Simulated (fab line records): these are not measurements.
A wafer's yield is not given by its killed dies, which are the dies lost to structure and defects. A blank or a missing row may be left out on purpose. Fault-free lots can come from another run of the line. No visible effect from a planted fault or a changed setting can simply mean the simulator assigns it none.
Comparing a struck lot with a sound one :: flow sky130 :: 35 steps out of a route of 708
Sound: the wafers L905.2, L905.4, L905.5. Wafers struck: L915.1, L915.4. The cause is given at the end.
For every step that has rows: the tool of each side, followed by ch and its chambers, followed by its first start. Under that, the readings that differ: sound wafers :: struck wafers :: difference of the means :: sigmas: that difference in standard deviations of wafers without a fault.
alike: a reading whose means differ by less than 2 such deviations, as well as words and numbers matching on both sides. not compared: withheld readings; readings where some wafer has no value; bounds like >300 that might hide an equal value; numbers whose values overlap and for which the record gives no deviation.
Wherever a step has rows on one side only, a row that says differs or no value, or a row with sigmas, the two part there. Numbers that have no deviation but don't overlap get no sigmas and don't part them. A reading that every wafer of one side lacks parts them only if that side has two wafers or more.

first, 4 steps without rows for these wafers: SKY_METAL5_SOFTBAKE_10 (time 60 s); SKY_METAL5_EXPOSE_11 (exposes mask MM5, target cd 1600 nm); SKY_METAL5_PEB_12; SKY_METAL5_DEVELOP_13 (develop time 60 s).
SKY_METAL5_DESCUM_14: chemistry O2, time 11 s.
  sound on rie metal-01 ch 0, day 44 02:34; struck on rie metal-03 ch 1, day 46 23:18
  alike: drypump motor current A, oes product au
  not compared: rf hours counter h
SKY_METAL5_METAL_ETCH_15: etches the open film in Cl2/BCl3, stops on SiO2, target depth 1260 nm, time 252 s.
  sound on rie metal-01 ch 0, day 44 02:36; struck on rie metal-03 ch 1, day 46 23:20
  alike: drypump motor current A, oes product au, throttle valve pct
  not compared: rf hours counter h
then, 4 steps without rows for these wafers: SKY_METAL5_STRIP_16 (strips in O2/N2); SKY_METAL5_STRIP_17 (strips in post etch residue remover, time 1200 s); SKY_METAL5_CLEAN_18 (cleans in IPA, time 180 s); SKY_METAL5_CLEAN_19 (cleans in O3/DIW).
SKY_PASSIVATION_CVD_00: deposits SiO2, target thk 90 nm.
  sound on pecvd-01 ch 0, day 44 03:28; struck on pecvd-03 ch 0,2, day 47 00:20
  alike: heater power w
SKY_PASSIVATION_THK_MEAS_01:
  sound: film metro-04 at day 44 03:32; struck: film metro-02 at day 47 00:21
  alike: PASSIVATION_CVD_00_THK
SKY_PASSIVATION_CVD_02: deposits Si3N4, target thk 540 nm.
  sound on pecvd-03 ch 0,2, day 44 03:35; struck on pecvd-04 ch 0,2, day 47 00:25
reading: model.Si3N4_of_PASSIVATION_CVD_02.thk nm (nm)
sound: 534.7 551.5 554.2
struck: 413.6 409.9
difference: -135.1
sigmas: 
  alike: heater power w
SKY_PASSIVATION_THK_MEAS_03:
  sound: film metro-03 at day 44 03:56; struck: film metro-03 at day 47 00:38
reading: PASSIVATION_CVD_02_THK (nm)
sound: 534 552 554
struck: 413 410
difference: -135
sigmas: -20
then, 7 steps without rows for these wafers: SKY_PASSIVATION_DEHYDRATE_04 (time 60 s); SKY_PASSIVATION_HMDS_05 (prime time 60 s); SKY_PASSIVATION_COAT_06 (resist thk 3000 nm); SKY_PASSIVATION_SOFTBAKE_07; SKY_PASSIVATION_EXPOSE_08 (exposes mask NSM, target cd 3000 nm); SKY_PASSIVATION_PEB_09; SKY_PASSIVATION_DEVELOP_10 (develop time 60 s).
SKY_PASSIVATION_ETCH_11: etches the open film in CF4/O2, stops on AlCu, target depth 725 nm, time 161.1 s.
  sound on rie diel-04 ch 1,2, day 45 01:54; struck on rie diel-03 ch 2, day 47 19:57
reading: oes product au (a.u.)
sound: 0.967 0.980 0.983
struck: 0.876 0.877
difference: -0.100
sigmas: -14

reading: throttle valve pct (%)
sound: 5.966 5.965 5.972
struck: 5.919 5.925
difference: -0.046
sigmas: -5

reading: model.etch.depth nm (nm)
sound: 700.3 716.2 719.7
struck: 578 575.9
difference: -135
sigmas: 

reading: model.PASSIVATION.feature depth nm (nm)
sound: 700.3 716.2 719.7
struck: 578 575.9
difference: -135
sigmas: 
  alike: cf4 flow sccm, drypump motor current A
  not compared: rf hours counter h
SKY_PASSIVATION_STRIP_12: strips in O2/N2.
  sound on plasma asher-03 ch 1, day 45 02:00; struck on plasma asher-02 ch 0,1, day 47 20:03
  alike: drypump motor current A, oes product au, strip time to endpoint s
  not compared: rf hours counter h
then, 7 steps without rows for these wafers: SKY_PAD_OPEN_DEHYDRATE_00 (time 60 s); SKY_PAD_OPEN_HMDS_01 (prime time 60 s); SKY_PAD_OPEN_COAT_02 (resist thk 3000 nm); SKY_PAD_OPEN_SOFTBAKE_03; SKY_PAD_OPEN_EXPOSE_04 (exposes mask PDM, target cd 60000 nm); SKY_PAD_OPEN_PEB_05; SKY_PAD_OPEN_DEVELOP_06 (develop time 60 s).
SKY_PAD_OPEN_ETCH_07: etches the open film in CF4/O2, stops on AlCu, target depth 725 nm, time 161.1 s.
  sound on rie diel-03 ch 1,3, day 45 23:28; struck on rie diel-02 ch 1,3, day 48 14:19
reading: oes product au (a.u.)
sound: 0.982 0.981 0.996
struck: 0.875 0.867
difference: -0.115
sigmas: -17

reading: throttle valve pct (%)
sound: 5.961 5.975 5.988
struck: 5.929 5.935
difference: -0.043
sigmas: -5

reading: model.etch.depth nm (nm)
sound: 700.3 716.2 720.9
struck: 578 575.9
difference: -136
sigmas: 

reading: model.PAD_OPEN.feature depth nm (nm)
sound: 700.3 716.2 720.9
struck: 578 575.9
difference: -136
sigmas: 
  alike: cf4 flow sccm, drypump motor current A
  not compared: rf hours counter h
SKY_PAD_OPEN_STRIP_08: strips in O2/N2.
  sound on plasma asher-04 ch 1, day 45 23:34; struck on plasma asher-01 ch 0, day 48 14:25
  alike: drypump motor current A, oes product au
  not compared: rf hours counter h
SKY_PAD_OPEN_STRIP_09: strips in post etch residue remover, time 1200 s.
  sound on wet bench-04 ch 3, day 45 23:40; struck on wet bench-03 ch 0, day 48 14:31
reading: model.Si3N4_of_PASSIVATION_CVD_02.thk nm (nm)
sound: 534.3 551.2 553.8
struck: 413.3 409.5
difference: -135.0
sigmas: 
then, 1 step without rows for these wafers: SKY_PAD_OPEN_CLEAN_10 (cleans in IPA, time 180 s).
SKY_PAD_OPEN_PROBE_99:
  the record has rows for the sound wafers here (prober-02, day 46 01:53) and none for the struck ones

WHERE THEY PART
Earliest at SKY_PASSIVATION_THK_MEAS_03; latest, in this record, at SKY_PAD_OPEN_PROBE_99.

WHY: what the simulator had put in
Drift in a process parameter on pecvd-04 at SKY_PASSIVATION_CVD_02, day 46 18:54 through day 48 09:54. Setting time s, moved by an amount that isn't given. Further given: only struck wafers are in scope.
